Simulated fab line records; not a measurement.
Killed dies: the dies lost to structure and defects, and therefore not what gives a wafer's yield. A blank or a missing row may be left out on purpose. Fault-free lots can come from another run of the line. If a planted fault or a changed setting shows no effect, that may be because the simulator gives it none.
The tool behind it: which one? -- flow gf180mcu -- 12 lots, 36 wafers sampled, at 5 steps of a route of 602

## WHAT THE GAUGES READ, wafer by wafer
GF_HV_LDD_CD_MEAS_07: the cd target is 400 nm.
lot,measured,on,cdNm (nm)
L191,day 10 02:10,cdSem-02,401.0 401.9 401.0
L192,day 10 07:22,cdSem-02,398.3 402.0 399.5
L193,day 10 14:50,cdSem-02,397.0 398.5 395.5
L200,day 12 23:33,cdSem-02,400.2 402.0 400.8
L201,day 13 01:55,cdSem-02,433.7 433.8 433.9
L202,day 13 12:58,cdSem-01,431.6 432.9 434.5
L205,day 14 06:40,cdSem-01,399.0 399.2 398.8
L207,day 15 04:45,cdSem-02,401.0 399.4 398.4
L209,day 15 16:18,cdSem-02,400.1 398.7 399.7
L211,day 16 07:14,cdSem-01,402.9 401.4 403.4
L213,day 16 21:29,cdSem-02,398.0 397.7 397.8
L214,day 17 06:37,cdSem-02,399.8 401.6 402.6

GF_PSD_CD_MEAS_07: the cd target is 400 nm.
lot,measured,on,cdNm (nm)
L191,day 14 07:28,cdSem-02,398.1 397.5 399.5
L192,day 14 14:11,cdSem-01,400.9 399.1 399.5
L193,day 15 00:34,cdSem-01,401.7 402.8 401.8
L200,day 17 18:47,cdSem-02,395.9 394.6 395.4
L201,day 17 22:19,cdSem-02,398.4 399.7 401.2
L202,day 18 09:22,cdSem-01,400.6 400.6 398.4
L205,day 19 04:23,cdSem-02,398.6 395.7 397.0
L207,day 20 06:23,cdSem-02,398.1 397.6 397.6
L209,day 20 17:35,cdSem-02,398.5 399.2 396.0
L211,day 21 10:37,cdSem-01,399.4 399.3 398.4
L213,day 22 02:13,cdSem-01,401.9 402.4 402.4
L214,day 22 11:19,cdSem-02,399.9 398.8 399.1

## WHAT TOOL EACH LOT RAN ON (gives the tool, then ch and the chambers of the sampled wafers, and finally the start)
lot,GF_HV_LDD_COAT_02,GF_HV_LDD_STRIP_10,GF_NSD_STRIP_11
L191,"lithoTrack-03 ch 0, day 9 17:01","plasmaAsher-04 ch 0,1, day 10 02:26","plasmaAsher-03 ch 0,1, day 13 11:04"
L192,"lithoTrack-03 ch 0, day 9 22:02","plasmaAsher-03 ch 0,1, day 10 07:40","plasmaAsher-04 ch 0,1, day 13 17:17"
L193,"lithoTrack-01 ch 0, day 10 05:50","plasmaAsher-01 ch 0,1, day 10 15:07","plasmaAsher-03 ch 0,1, day 14 03:14"
L200,"lithoTrack-03 ch 0, day 12 13:20","plasmaAsher-03 ch 0,1, day 12 23:51","plasmaAsher-02 ch 0, day 16 19:59"
L201,"lithoTrack-03 ch 0, day 12 15:41","plasmaAsher-01 ch 0,1, day 13 02:13","plasmaAsher-04 ch 0,1, day 16 23:01"
L202,"lithoTrack-03 ch 0, day 13 02:49","plasmaAsher-03 ch 0,1, day 13 13:16","plasmaAsher-04 ch 0,1, day 17 09:45"
L205,"lithoTrack-04 ch 0, day 13 19:49","plasmaAsher-03 ch 0,1, day 14 06:56","plasmaAsher-03 ch 0,1, day 18 04:26"
L207,"lithoTrack-01 ch 0, day 14 17:48","plasmaAsher-01 ch 0,1, day 15 05:04","plasmaAsher-02 ch 0,1, day 19 05:44"
L209,"lithoTrack-01 ch 0, day 15 05:21","plasmaAsher-01 ch 0,1, day 15 16:37","plasmaAsher-04 ch 0,1, day 19 17:37"
L211,"lithoTrack-01 ch 0, day 15 20:15","plasmaAsher-03 ch 0,1, day 16 07:32","plasmaAsher-02 ch 0,1, day 20 10:19"
L213,"lithoTrack-04 ch 0, day 16 09:45","plasmaAsher-04 ch 0,1, day 16 21:47","plasmaAsher-02 ch 0,1, day 21 02:40"
L214,"lithoTrack-04 ch 0, day 16 19:19","plasmaAsher-01 ch 0,1, day 17 06:54","plasmaAsher-02 ch 0,1, day 21 11:41"
- GF_HV_LDD_COAT_02: resist thk 1000 nm.
- GF_HV_LDD_STRIP_10: strips in O2/N2.
- GF_NSD_STRIP_11: strips in O2/N2.

## AS READ BY THE TOOLS THEMSELVES (means over the sampled wafers that have a number; for cases with no such wafer, the mark the record gives instead)
GF_HV_LDD_COAT_02.
lot,tool,dispensePressureKPa (kPa)
L191,lithoTrack-03,54.0
L192,lithoTrack-03,54.0
L193,lithoTrack-01,50.0
L200,lithoTrack-03,54.0
L201,lithoTrack-03,54.1
L202,lithoTrack-03,54.0
L205,lithoTrack-04,52.7
L207,lithoTrack-01,50.1
L209,lithoTrack-01,50.1
L211,lithoTrack-01,50.1
L213,lithoTrack-04,52.7
L214,lithoTrack-04,52.7

GF_HV_LDD_STRIP_10.
lot,tool,drypumpMotorCurrentA (A),heaterPowerW (W),oesProductAu (a.u.),stripTimeToEndpointS (s)
L191,plasmaAsher-04,5.5,309,0.713,12.640
L192,plasmaAsher-03,6.1,324,0.713,12.587
L193,plasmaAsher-01,6.7,307,0.715,12.655
L200,plasmaAsher-03,6.1,327,0.714,12.639
L201,plasmaAsher-01,6.7,303,0.619,9.356
L202,plasmaAsher-03,6.0,338,0.630,9.349
L205,plasmaAsher-03,6.0,344,0.713,12.636
L207,plasmaAsher-01,6.6,305,0.712,12.648
L209,plasmaAsher-01,6.7,307,0.713,12.674
L211,plasmaAsher-03,6.1,328,0.717,12.642
L213,plasmaAsher-04,5.5,305,0.713,12.650
L214,plasmaAsher-01,6.7,307,0.718,12.628

GF_NSD_STRIP_11.
lot,tool,drypumpMotorCurrentA (A),heaterPowerW (W),oesProductAu (a.u.),stripTimeToEndpointS (s)
L191,plasmaAsher-03,6.02,337,0.492,22.97
L192,plasmaAsher-04,5.50,308,0.483,23.00
L193,plasmaAsher-03,6.07,330,0.489,22.99
L200,plasmaAsher-02,6.23,368,0.492,22.96
L201,plasmaAsher-04,5.48,311,0.488,23.03
L202,plasmaAsher-04,5.49,298,0.486,22.97
L205,plasmaAsher-03,6.02,345,0.486,23.00
L207,plasmaAsher-02,6.16,352,0.485,22.97
L209,plasmaAsher-04,5.49,314,0.488,22.91
L211,plasmaAsher-02,6.13,330,0.481,22.95
L213,plasmaAsher-02,6.09,333,0.488,22.97
L214,plasmaAsher-02,6.12,333,0.490,22.95

## THE ANSWER, worked out from the rows above alone
Rule: the usual values come from the lots themselves. Put in order of their means at a reading, lots are off if they are a third of the lots or fewer, leave a main group of 4 or more, and stand apart from it by a gap of 3 or more times the standard deviation of the main group's means; of several such gaps the widest counts. If all means in a main group match to the digits the tables above print for the reading, that group is not used. A lot without any number at a reading at which 4 lots or more have one is off too. All remaining lots with rows at the step are treated as sound. Order of review: gauges by route order, followed by the tools' own readings, for which a lot's mean as printed above is used. At the first step where some lot is off, the reading lying furthest off is the one used; lots without a number count as furthest.
Off: L201, L202, at GF_HV_LDD_CD_MEAS_07 (cdNm). Main group: mean 399.9 nm, sd 1.6.
A tool fits if, at a process step before that reading, it ran every lot that is off, and no sound lot after the first of them. The gauges at GF_HV_LDD_CD_MEAS_07 aren't tried: what is off there is off at GF_HV_LDD_STRIP_10 too, on other tools, and a gauge's error can't cause that. One candidate fits, namely lithoTrack-03 at GF_HV_LDD_COAT_02. Its last sound lot is L200 (day 12 13:20), its first lot that is off L201 (day 12 15:41): a fault that began between those two fits.

## WHAT THE SIMULATOR HAD PUT IN
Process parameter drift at GF_HV_LDD_COAT_02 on lithoTrack-03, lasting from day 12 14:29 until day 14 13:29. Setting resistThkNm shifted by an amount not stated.
Lots struck among those shown: L201, L202. Same finding as the rule above.
